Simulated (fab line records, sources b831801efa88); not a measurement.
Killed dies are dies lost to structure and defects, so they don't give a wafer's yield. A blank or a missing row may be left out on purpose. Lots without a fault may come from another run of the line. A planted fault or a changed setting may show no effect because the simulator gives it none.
Which tool did it? | flow gf180mcu | 24 lots, 72 wafers sampled, at 5 steps of a route of 602

WHAT THE GAUGES READ, wafer by wafer
GF_V4_RS_MEAS_24: measures by four-point-probe. Usual: V4_W_RS 0.327 ohm/sq, standard deviation 0.0036.
lot  | measured     | on            | V4_W_RS (ohm/sq)  | flag
L074 | day 24 19:26 | film_metro-03 | 0.329 0.328 0.329 |
L075 | day 25 06:07 | film_metro-04 | 0.326 0.325 0.327 |
L076 | day 25 10:18 | film_metro-01 | 0.328 0.327 0.326 |
L077 | day 25 19:34 | film_metro-04 | 0.326 0.331 0.326 |
L078 | day 26 00:44 | film_metro-01 | 0.329 0.331 0.333 |
L079 | day 26 09:40 | film_metro-03 | 0.327 0.321 0.325 |
L080 | day 26 16:11 | film_metro-03 | 0.326 0.322 0.321 |
L081 | day 26 19:59 | film_metro-04 | 0.329 0.333 0.334 |
L082 | day 27 09:26 | film_metro-04 | 0.332 0.326 0.331 |
L083 | day 27 15:12 | film_metro-01 | 0.323 0.327 0.324 |
L084 | day 27 19:27 | film_metro-03 | 0.322 0.324 0.319 |
L085 | day 28 06:03 | film_metro-01 | 0.331 0.329 0.328 |
L086 | day 28 10:08 | film_metro-01 | 0.327 0.324 0.326 |
L087 | day 28 20:49 | film_metro-04 | 0.324 0.328 0.334 |
L088 | day 29 02:56 | film_metro-03 | 0.325 0.328 0.324 |
L089 | day 29 05:50 | film_metro-04 | 0.325 0.330 0.329 |
L090 | day 29 12:40 | film_metro-01 | 0.327 0.329 0.333 |
L091 | day 29 21:14 | film_metro-04 | 0.328 0.325 0.325 |
L092 | day 30 00:55 | film_metro-03 | 0.328 0.332 0.331 |
L093 | day 30 12:11 | film_metro-03 | 0.325 0.323 0.323 |
L094 | day 30 15:52 | film_metro-04 | 0.333 0.331 0.334 |
L095 | day 30 20:55 | film_metro-03 | 0.332 0.331 0.328 |
L096 | day 31 03:25 | film_metro-04 | 0.329 0.329 0.332 |
L097 | day 31 10:23 | film_metro-01 | 0.331 0.327 0.334 |

WHICH TOOL RAN EACH LOT (tool, then ch and the chambers of the sampled wafers, then the start)
lot  | GF_M3_METAL_ETCH_16               | GF_M3_STRIP_17                       | GF_V3_ETCH_17                                 | GF_V3_SPUTTER_22
L074 | rie_metal-04 ch 0,1, day 21 17:13 | plasma_asher-02 ch 0,1, day 21 17:20 | rie_diel-04 ch 0,1,3, day 22 18:54 or earlier | pvd_sputter-02, day 22 18:54
L075 | rie_metal-04 ch 0,1, day 22 04:50 | plasma_asher-02 ch 0,1, day 22 04:56 | rie_diel-04 ch 1,2,3, day 23 06:31 or earlier | pvd_sputter-01, day 23 06:31
L076 | rie_metal-03 ch 0,1, day 22 08:38 | plasma_asher-02 ch 0,1, day 22 08:44 | rie_diel-02 ch 1,2, day 23 10:59 or earlier   | pvd_sputter-02, day 23 10:59
L077 | rie_metal-04 ch 0,1, day 22 19:32 | plasma_asher-04 ch 0,1, day 22 19:38 | rie_diel-04 ch 0,2,3, day 23 20:50 or earlier | pvd_sputter-03, day 23 20:50
L078 | rie_metal-04 ch 1, day 23 01:07   | plasma_asher-01 ch 0,1, day 23 01:13 | rie_diel-03 ch 1,2,3, day 24 02:26 or earlier | pvd_sputter-02, day 24 02:26
L079 | rie_metal-03 ch 0,1, day 23 11:49 | plasma_asher-02 ch 0,1, day 23 11:56 | rie_diel-04 ch 0,2,3, day 24 12:23 or earlier | pvd_sputter-02, day 24 12:23
L080 | rie_metal-02 ch 0,1, day 23 17:34 | plasma_asher-01 ch 0,1, day 23 17:41 | rie_diel-03 ch 1,2, day 24 17:58 or earlier   | pvd_sputter-01, day 24 17:58
L081 | rie_metal-03 ch 0,1, day 23 21:58 | plasma_asher-01 ch 0,1, day 23 22:05 | rie_diel-02 ch 0,1,3, day 24 21:52 or earlier | pvd_sputter-02, day 24 21:52
L082 | rie_metal-03 ch 0,1, day 24 12:59 | plasma_asher-02 ch 0,1, day 24 13:06 | rie_diel-04 ch 1,2, day 25 12:47 or earlier   | pvd_sputter-02, day 25 12:47
L083 | rie_metal-04 ch 0,1, day 24 19:14 | plasma_asher-02 ch 0,1, day 24 19:20 | rie_diel-02 ch 0,2,3, day 25 18:19 or earlier | pvd_sputter-02, day 25 18:19
L084 | rie_metal-04 ch 0,1, day 24 23:28 | plasma_asher-04 ch 0,1, day 24 23:34 | rie_diel-02 ch 0,2,3, day 25 22:42 or earlier | pvd_sputter-02, day 25 22:42
L085 | rie_metal-03 ch 0,1, day 25 10:46 | plasma_asher-04 ch 0,1, day 25 10:53 | rie_diel-04 ch 1,2, day 26 10:13 or earlier   | pvd_sputter-01, day 26 10:13
L086 | rie_metal-03 ch 0,1, day 25 15:04 | plasma_asher-02 ch 0,1, day 25 15:10 | rie_diel-03 ch 2,3, day 26 14:05 or earlier   | pvd_sputter-01, day 26 14:05
L087 | rie_metal-04 ch 0,1, day 26 02:17 | plasma_asher-01 ch 0,1, day 26 02:23 | rie_diel-04 ch 0,1,2, day 27 01:29 or earlier | pvd_sputter-01, day 27 01:29
L088 | rie_metal-02 ch 0,1, day 26 09:24 | plasma_asher-02 ch 0,1, day 26 09:31 | rie_diel-04 ch 1,3, day 27 07:58 or earlier   | pvd_sputter-02, day 27 07:58
L089 | rie_metal-02 ch 0, day 26 12:47   | plasma_asher-02 ch 0,1, day 26 12:53 | rie_diel-03 ch 1,2, day 27 11:01 or earlier   | pvd_sputter-03, day 27 11:01
L090 | rie_metal-04 ch 0,1, day 26 20:01 | plasma_asher-04 ch 0,1, day 26 20:08 | rie_diel-03 ch 0,2,3, day 27 18:44 or earlier | pvd_sputter-03, day 27 18:44
L091 | rie_metal-02 ch 1, day 27 04:53   | plasma_asher-04 ch 0,1, day 27 05:06 | rie_diel-03 ch 1,2,3, day 28 03:40 or earlier | pvd_sputter-02, day 28 03:40
L092 | rie_metal-02 ch 1, day 27 09:49   | plasma_asher-04 ch 0,1, day 27 09:58 | rie_diel-04 ch 0,3, day 28 07:28 or earlier   | pvd_sputter-02, day 28 07:28
L093 | rie_metal-02 ch 0, day 27 21:26   | plasma_asher-02 ch 0,1, day 27 21:32 | rie_diel-04 ch 0,1,3, day 28 19:10 or earlier | pvd_sputter-02, day 28 19:10
L094 | rie_metal-03 ch 0,1, day 28 01:13 | plasma_asher-02 ch 0,1, day 28 01:20 | rie_diel-02 ch 0,3, day 28 23:00 or earlier   | pvd_sputter-01, day 28 23:00
L095 | rie_metal-02 ch 0, day 28 07:05   | plasma_asher-04 ch 0,1, day 28 07:11 | rie_diel-02 ch 1,2, day 29 04:38 or earlier   | pvd_sputter-02, day 29 04:38
L096 | rie_metal-03 ch 0,1, day 28 13:44 | plasma_asher-01 ch 0,1, day 28 13:51 | rie_diel-04 ch 1,2,3, day 29 11:40 or earlier | pvd_sputter-02, day 29 11:40
L097 | rie_metal-03 ch 0,1, day 28 21:18 | plasma_asher-02 ch 0,1, day 28 21:25 | rie_diel-04 ch 1,3, day 29 18:41 or earlier   | pvd_sputter-02, day 29 18:41
- GF_M3_METAL_ETCH_16: etches the open film in Cl2/BCl3, stops on SiO2, target depth 627.5 nm, time 104.6 s.
- GF_M3_STRIP_17: strips in O2/N2.
- GF_V3_ETCH_17: etches SiO2 in C4F8/O2/Ar, stops on TiN, target depth 635 nm.
- GF_V3_SPUTTER_22: material TiN, target thk 10 nm, time 40 s.

WHAT THE TOOLS THEMSELVES READ (means of the sampled wafers that have a number; where no wafer has one, the mark that the record gives instead)
GF_M3_METAL_ETCH_16. Usual: drypump_motor_current_A 5.43 A, standard deviation 0.28; oes_product_au 0.972 a.u., standard deviation 0.0067; throttle_valve_pct 28.250 %, standard deviation 0.011.
lot  | tool         | drypump_motor_current_A (A) | oes_product_au (a.u.) | throttle_valve_pct (%) | flag
L074 | rie_metal-04 | 5.31                        | 0.972                 | 28.245                 |
L075 | rie_metal-04 | 5.32                        | 0.983                 | 28.246                 |
L076 | rie_metal-03 | 5.44                        | 0.974                 | 28.247                 |
L077 | rie_metal-04 | 5.32                        | 0.972                 | 28.253                 |
L078 | rie_metal-04 | 5.21                        | 0.965                 | 28.258                 |
L079 | rie_metal-03 | 5.46                        | 0.972                 | 28.251                 |
L080 | rie_metal-02 | 5.63                        | 0.981                 | 28.255                 |
L081 | rie_metal-03 | 5.19                        | 0.978                 | 28.253                 |
L082 | rie_metal-03 | 5.21                        | 0.976                 | 28.261                 |
L083 | rie_metal-04 | 5.44                        | 0.967                 | 28.247                 |
L084 | rie_metal-04 | 5.30                        | 0.976                 | 28.243                 |
L085 | rie_metal-03 | 5.18                        | 0.970                 | 28.248                 |
L086 | rie_metal-03 | 5.43                        | 0.971                 | 28.246                 |
L087 | rie_metal-04 | 5.45                        | 0.971                 | 28.249                 |
L088 | rie_metal-02 | 5.65                        | 0.974                 | 28.247                 |
L089 | rie_metal-02 | 5.66                        | 0.974                 | 28.244                 |
L090 | rie_metal-04 | 5.44                        | 0.974                 | 28.254                 |
L091 | rie_metal-02 | 5.59                        | 0.965                 | 28.248                 |
L092 | rie_metal-02 | 5.58                        | 0.972                 | 28.243                 |
L093 | rie_metal-02 | 5.65                        | 0.968                 | 28.260                 |
L094 | rie_metal-03 | 5.19                        | 0.971                 | 28.258                 |
L095 | rie_metal-02 | 5.67                        | 0.967                 | 28.257                 |
L096 | rie_metal-03 | 5.46                        | 0.972                 | 28.261                 |
L097 | rie_metal-03 | 5.20                        | 0.964                 | 28.258                 |

GF_M3_STRIP_17. Usual: drypump_motor_current_A 5.9 A, standard deviation 0.64; heater_power_w 343 W, standard deviation 36; oes_product_au 0.557 a.u., standard deviation 0.0044; strip_time_to_endpoint_s 7.84 s, standard deviation 0.037.
lot  | tool            | drypump_motor_current_A (A) | heater_power_w (W) | oes_product_au (a.u.) | strip_time_to_endpoint_s (s) | flag
L074 | plasma_asher-02 | 5.8                         | 374                | 0.555                 | 7.84                         |
L075 | plasma_asher-02 | 5.5                         | 358                | 0.558                 | 7.85                         |
L076 | plasma_asher-02 | 5.4                         | 360                | 0.556                 | 7.85                         |
L077 | plasma_asher-04 | 6.3                         | 334                | 0.560                 | 7.86                         |
L078 | plasma_asher-01 | 6.3                         | 293                | 0.555                 | 7.84                         |
L079 | plasma_asher-02 | 5.4                         | 362                | 0.558                 | 7.85                         |
L080 | plasma_asher-01 | 6.3                         | 299                | 0.563                 | 7.81                         |
L081 | plasma_asher-01 | 6.1                         | 339                | 0.556                 | 7.84                         |
L082 | plasma_asher-02 | 5.8                         | 362                | 0.558                 | 7.83                         |
L083 | plasma_asher-02 | 5.8                         | 370                | 0.556                 | 7.85                         |
L084 | plasma_asher-04 | 5.8                         | 317                | 0.556                 | 7.90                         |
L085 | plasma_asher-04 | 5.8                         | 318                | 0.553                 | 7.83                         |
L086 | plasma_asher-02 | 5.8                         | 360                | 0.557                 | 7.83                         |
L087 | plasma_asher-01 | 6.1                         | 337                | 0.558                 | 7.90                         |
L088 | plasma_asher-02 | 5.4                         | 366                | 0.558                 | 7.85                         |
L089 | plasma_asher-02 | 5.5                         | 359                | 0.557                 | 7.79                         |
L090 | plasma_asher-04 | 6.2                         | 331                | 0.555                 | 7.82                         |
L091 | plasma_asher-04 | 5.8                         | 322                | 0.552                 | 7.78                         |
L092 | plasma_asher-04 | 5.8                         | 321                | 0.557                 | 7.83                         |
L093 | plasma_asher-02 | 5.4                         | 360                | 0.557                 | 7.85                         |
L094 | plasma_asher-02 | 5.5                         | 360                | 0.558                 | 7.79                         |
L095 | plasma_asher-04 | 6.2                         | 330                | 0.559                 | 7.87                         |
L096 | plasma_asher-01 | 6.3                         | 297                | 0.555                 | 7.89                         |
L097 | plasma_asher-02 | 5.8                         | 368                | 0.558                 | 7.88                         |

GF_V3_ETCH_17. Usual: oes_product_au 0.855 a.u., standard deviation 0.0047.
lot  | tool        | oes_product_au (a.u.) | flag
L074 | rie_diel-04 | 0.861                 |
L075 | rie_diel-04 | 0.854                 |
L076 | rie_diel-02 | 0.855                 |
L077 | rie_diel-04 | 0.854                 |
L078 | rie_diel-03 | 0.856                 |
L079 | rie_diel-04 | 0.857                 |
L080 | rie_diel-03 | 0.853                 |
L081 | rie_diel-02 | 0.850                 |
L082 | rie_diel-04 | 0.852                 |
L083 | rie_diel-02 | 0.856                 |
L084 | rie_diel-02 | 0.855                 |
L085 | rie_diel-04 | 0.859                 |
L086 | rie_diel-03 | 0.857                 |
L087 | rie_diel-04 | 0.852                 |
L088 | rie_diel-04 | 0.855                 |
L089 | rie_diel-03 | 0.854                 |
L090 | rie_diel-03 | 0.860                 |
L091 | rie_diel-03 | 0.859                 |
L092 | rie_diel-04 | 0.857                 |
L093 | rie_diel-04 | 0.851                 |
L094 | rie_diel-02 | 0.855                 |
L095 | rie_diel-02 | 0.856                 |
L096 | rie_diel-04 | 0.854                 |
L097 | rie_diel-04 | 0.854                 |

GF_V3_SPUTTER_22. Usual: throttle_valve_pct 29.8 %, standard deviation 0.54.
lot  | tool           | throttle_valve_pct (%) | flag
L074 | pvd_sputter-02 | 29.6                   |
L075 | pvd_sputter-01 | 30.0                   |
L076 | pvd_sputter-02 | 29.8                   |
L077 | pvd_sputter-03 | 30.6                   |
L078 | pvd_sputter-02 | 29.8                   |
L079 | pvd_sputter-02 | 30.4                   |
L080 | pvd_sputter-01 | 30.2                   |
L081 | pvd_sputter-02 | 30.2                   |
L082 | pvd_sputter-02 | 29.9                   |
L083 | pvd_sputter-02 | 29.6                   |
L084 | pvd_sputter-02 | 30.1                   |
L085 | pvd_sputter-01 | 29.9                   |
L086 | pvd_sputter-01 | 30.0                   |
L087 | pvd_sputter-01 | 29.5                   |
L088 | pvd_sputter-02 | 29.4                   |
L089 | pvd_sputter-03 | 29.4                   |
L090 | pvd_sputter-03 | 29.8                   |
L091 | pvd_sputter-02 | 29.7                   |
L092 | pvd_sputter-02 | 29.9                   |
L093 | pvd_sputter-02 | 29.5                   |
L094 | pvd_sputter-01 | 29.9                   |
L095 | pvd_sputter-02 | 29.4                   |
L096 | pvd_sputter-02 | 29.9                   |
L097 | pvd_sputter-02 | 29.7                   |

THE ANSWER, worked out from the rows above alone
Rule: a lot is off if the mean of its wafers that have a number lies more than 3 standard deviations from the usual mean. A lot without any number at a reading at which 4 lots or more have one is off too. The other lots that the step has rows for count as sound. The gauges are gone through in route order, then the tools' own readings, and for those a lot's mean is taken as printed above. The first step at which some lot is off is used, and at that step the reading that is off furthest; a lot without a number counts as furthest.
No lot is off at any reading shown: from this, nothing can be told.

WHAT THE SIMULATOR HAD PUT IN
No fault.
